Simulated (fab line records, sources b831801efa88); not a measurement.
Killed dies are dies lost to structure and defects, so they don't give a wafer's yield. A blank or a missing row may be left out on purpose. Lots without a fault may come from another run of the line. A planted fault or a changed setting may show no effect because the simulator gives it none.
fab line records | flow gf180mcu | part 2 of 2: steps 27 to 34 of 34
record lots=5 wafers=15 last_day=34
route steps=602 shown STI@19 DNWELL@32 NWELL@42
lots that met no fault: from a run of the same line without faults
start_h: hours from the record's first day to the start of the lot's first wafer shown | wait_h: hours since the lot's step before | " the same as in the row above | L1.1+2: a row that stands for several wafers | - no value, or no start given | * or withheld: withheld | < > ~ a bound
route shown NAME@n: a module of which the file shows steps, and the number in the route of the first | usual: mean/standard deviation of fault-free wafers | same: alike in all rows | chamber/n: place in a boat | sites: the reading at each site | _std_site: their standard deviation | _edge_site: outer sites' mean less inner sites' | radius_mm: how far each site lies from the wafer's centre | mask NAME#n: copy n | behind: the tool/chamber that last shaped the wafer | hold: why the lot was held/for how many hours/how that ended | device: the transistor (n, p or np) that didn't switch | end of line: the same wafers' tests at the end of the route | a step without rows: its recipe alone | killed: dies lost to structure and defects at the first sort, not the wafer's yield | map: a wafer's dies, x killed, . not, _ none there
set.NAME: the setting as run; set.NAME@STEP: as run at that earlier step | model.NAME: the simulator's own value behind a step, which no gauge read
lots at some steps of the route; a table a step, a row a wafer
services: from which hour (start_h, from the record's first day; less than 0 if before it) a tool's chamber was out of use, for how many hours, and why
## steps
# step GF_NWELL_SOFTBAKE_03
# recipe temp_c=110 time_s=withheld
# usual resist_line_temp_C=23.00/0.13
# columns lot.wafer tool chamber start_h wait_h resist_line_temp_C
L077.4 litho_track-04 0 64.84 0.1 23.09
L077.5 " 0 " " 23.30
L077.6 " 0 " " 23.25
L078.1 litho_track-02 0 70.64 0.1 23.17
L078.3 " 0 " " 22.92
L078.5 " 0 " " 23.23
L080.1 litho_track-04 0 81.24 0.1 22.93
L080.3 " 0 " " 23.01
L080.6 " 0 " " 23.03
L096.1 litho_track-01 0 166.52 0.1 23.16
L096.5 " 0 " " 23.23
L096.6 " 0 " " 23.13
L097.1 litho_track-04 0 173.09 0.1 22.93
L097.5 " 0 " " 22.91
L097.6 " 0 " " 22.91
# step GF_NWELL_EXPOSE_04
# recipe mask_id=Nwell target_cd_nm=860 na=0.6 source_shape=conventional sigma_outer=0.6 dose_mj=260
# usual focus_offset_nm=-0.1/0.51 reticle_temp_C=22.98/0.11 stage_vel_mm_s=500.00/0.22
# same na=0.6
# columns lot.wafer tool chamber start_h wait_h mask focus_offset_nm reticle_temp_C stage_vel_mm_s
L077.4 iline_stepper-02 0 - - Nwell#0 -0.1 23.12 500.18
L077.5 " 0 " " Nwell#0 0.2 22.96 499.70
L077.6 " 0 " " Nwell#0 0.0 23.00 499.88
L078.1 iline_stepper-02 0 - - Nwell#0 -0.5 22.98 499.84
L078.3 " 0 " " Nwell#0 0.1 23.02 500.10
L078.5 " 0 " " Nwell#0 -0.1 22.90 499.62
L080.1 iline_stepper-02 0 - - Nwell#0 -0.8 22.96 500.11
L080.3 " 0 " " Nwell#0 -0.1 22.95 499.96
L080.6 " 0 " " Nwell#0 -0.2 22.84 499.97
L096.1 iline_stepper-01 0 - - Nwell#0 0.0 23.11 500.42
L096.5 " 0 " " Nwell#0 -0.3 23.06 500.78
L096.6 " 0 " " Nwell#0 -0.3 23.01 500.16
L097.1 iline_stepper-02 0 - - Nwell#0 0.8 23.16 500.05
L097.5 " 0 " " Nwell#0 -0.3 23.09 499.92
L097.6 " 0 " " Nwell#0 -0.1 23.01 499.92
# step GF_NWELL_PEB_05
# recipe temp_c=115 time_s=withheld
# usual resist_line_temp_C=23.02/0.12
# columns lot.wafer tool chamber start_h wait_h resist_line_temp_C
L077.4 litho_track-02 0 - - 22.76
L077.5 " 0 " " 22.68
L077.6 " 0 " " 22.99
L078.1 litho_track-04 0 - - 23.11
L078.3 " 0 " " 23.07
L078.5 " 0 " " 23.07
L080.1 litho_track-04 0 - - 23.15
L080.3 " 0 " " 23.21
L080.6 " 0 " " 23.12
L096.1 litho_track-04 0 - - 23.06
L096.5 " 0 " " 23.11
L096.6 " 0 " " 23.02
L097.1 litho_track-04 0 - - 23.15
L097.5 " 0 " " 23.03
L097.6 " 0 " " 23.05
# step GF_NWELL_DEVELOP_06
# recipe wall_angle_deg=90 develop_time_s=60 dev_temp_c=23
# usual resist_line_temp_C=23.00/0.1
# same develop_time_s=60
# columns lot.wafer tool chamber start_h wait_h resist_line_temp_C
L077.4 litho_track-02 0 - - 22.94
L077.5 " 0 " " 23.13
L077.6 " 0 " " 23.06
L078.1 litho_track-04 0 - - 22.93
L078.3 " 0 " " 22.93
L078.5 " 0 " " 22.82
L080.1 litho_track-04 0 - - 22.86
L080.3 " 0 " " 22.82
L080.6 " 0 " " 22.90
L096.1 litho_track-04 0 - - 23.04
L096.5 " 0 " " 22.80
L096.6 " 0 " " 22.96
L097.1 litho_track-04 0 - - 23.13
L097.5 " 0 " " 23.05
L097.6 " 0 " " 23.02
# step GF_NWELL_OVL_MEAS_07
# usual NWELL_OVL=-0.8/1.2
# columns lot.wafer tool chamber start_h wait_h NWELL_OVL[nm]
L077.4 overlay-01 - 72.16 - -0.8
L077.5 " - " " -0.5
L077.6 " - " " -0.8
L078.1 overlay-02 - 77.84 - -2.8
L078.3 " - " " -1.6
L078.5 " - " " -1.4
L080.1 overlay-02 - 88.04 - -1.3
L080.3 " - " " -0.5
L080.6 " - " " -0.7
L096.1 overlay-02 - 173.99 - -1.1
L096.5 " - " " 0.2
L096.6 " - " " -1.0
L097.1 overlay-02 - 181.29 - -1.8
L097.5 " - " " -4.0
L097.6 " - " " -2.7
# step GF_NWELL_IMPLANT_08
# recipe species=P energy_kev=450 dose_cm2=1.5e+13 tilt_deg=0
# usual end_station_pressure_torr=5.06e-06/2.6e-07
# columns lot.wafer tool chamber start_h wait_h end_station_pressure_torr
L077.4 implanter-02 0 72.25 0.1 5.05e-06
L077.5 " 0 " " 5.09e-06
L077.6 " 0 " " 4.67e-06
L078.1 implanter-01 0 77.98 0.1 5.02e-06
L078.3 " 0 " " 4.77e-06
L078.5 " 0 " " 4.87e-06
L080.1 implanter-01 0 88.08 0.0 5.57e-06
L080.3 " 0 " " 5.14e-06
L080.6 " 0 " " 5.37e-06
L096.1 implanter-01 0 174.03 0.0 4.88e-06
L096.5 " 0 " " 4.99e-06
L096.6 " 0 " " 5.17e-06
L097.1 implanter-02 0 181.33 0.0 4.97e-06
L097.5 " 0 " " 5.18e-06
L097.6 " 0 " " 5.06e-06
# step GF_NWELL_IMPLANT_09
# recipe species=P energy_kev=160 dose_cm2=4e+12 tilt_deg=0
# usual end_station_pressure_torr=4.98e-06/2.5e-07
# columns lot.wafer tool chamber start_h wait_h end_station_pressure_torr
L077.4 implanter-02 0 72.40 0.1 5.08e-06
L077.5 " 0 " " 5.29e-06
L077.6 " 0 " " 5.25e-06
L078.1 implanter-01 0 78.13 0.1 4.89e-06
L078.3 " 0 " " 4.86e-06
L078.5 " 0 " " 4.81e-06
L080.1 implanter-01 0 88.23 0.1 4.97e-06
L080.3 " 0 " " 5.03e-06
L080.6 " 0 " " 5.18e-06
L096.1 implanter-01 0 174.18 0.1 4.34e-06
L096.5 " 0 " " 5.36e-06
L096.6 " 0 " " 4.49e-06
L097.1 implanter-02 0 181.48 0.1 5.1e-06
L097.5 " 0 " " 4.73e-06
L097.6 " 0 " " 5.24e-06
# step GF_NWELL_STRIP_10
# recipe chemistry=O2/N2 power_w=1400 pressure_mtorr=1500 platen_temp_c=250 o2_flow_sccm=3000 n2_flow_sccm=300 overash_fraction=0.5
# usual drypump_motor_current_A=5.7/0.36 heater_power_w=326/43 o2_flow_sccm=3000/9.5 oes_product_au=0.722/0.0046 strip_time_to_endpoint_s=36.94/0.1
# columns lot.wafer tool chamber start_h wait_h drypump_motor_current_A heater_power_w o2_flow_sccm oes_product_au rf_hours_counter_h strip_time_to_endpoint_s
L077.4 plasma_asher-01 0 72.51 0.1 5.3 316 2989 0.725 - 36.95
L077.5 " 1 " " 5.7 367 3013 0.725 - 36.98
L077.6 " 0 " " 5.3 317 2998 0.720 - 37.02
L078.1 plasma_asher-03 0 78.28 0.1 5.6 273 3004 0.731 42 36.94
L078.3 " 0 " " 5.6 290 3009 0.724 - 37.01
L078.5 " 0 " " 5.6 290 3001 0.726 - 37.06
L080.1 plasma_asher-04 0 88.38 0.1 6.0 417 2995 0.724 40 36.95
L080.3 " 1 " " 5.1 319 3006 0.726 - 37.05
L080.6 " 0 " " 6.0 417 2987 0.721 - 37.02
L096.1 plasma_asher-03 1 174.33 0.1 6.2 317 3010 0.725 6 36.79
L096.5 " 1 " " 6.2 310 3004 0.726 - 36.87
L096.6 " 0 " " 5.6 293 3001 0.720 - 36.89
L097.1 plasma_asher-03 0 181.63 0.1 5.7 289 2995 0.722 7 36.99
L097.5 " 0 " " 5.6 295 2997 0.719 - 36.92
L097.6 " 1 " " 6.2 304 3012 0.726 - 36.92
## services
# columns tool chamber start_h hours kind
cmp-02 - 22.93 0.9 repair
cmp-02 - 24.24 0.3 repair
wet_bench-01 - 35.04 4.4 pm
iline_stepper-01 - 55.61 2.9 repair
furnace-02 - 59.12 2.5 pm
iline_stepper-01 - 67.42 1.7 pm
hdpcvd-01 0 68.78 1.9 repair
iline_stepper-02 - 70.96 1.7 pm
implanter-01 - 78.81 2.9 pm
hdpcvd-01 2 80.36 3.9 repair
hdpcvd-02 - 87.99 2.8 pm
plasma_asher-02 - 91.57 0.4 repair
implanter-01 - 95.70 5.1 repair
furnace-02 - 107.89 1.4 pm
plasma_asher-03 - 108.75 9.0 pm
implanter-01 - 122.55 2.0 repair
hdpcvd-01 1 126.28 20.5 repair
hdpcvd-02 - 129.31 0.5 repair
implanter-01 - 129.94 1.7 repair
iline_stepper-01 - 142.07 0.6 repair
furnace-01 - 143.30 3.0 pm
furnace-01 - 153.06 11.6 pm
iline_stepper-02 - 154.88 11.0 repair
hdpcvd-02 1 173.61 13.0 repair
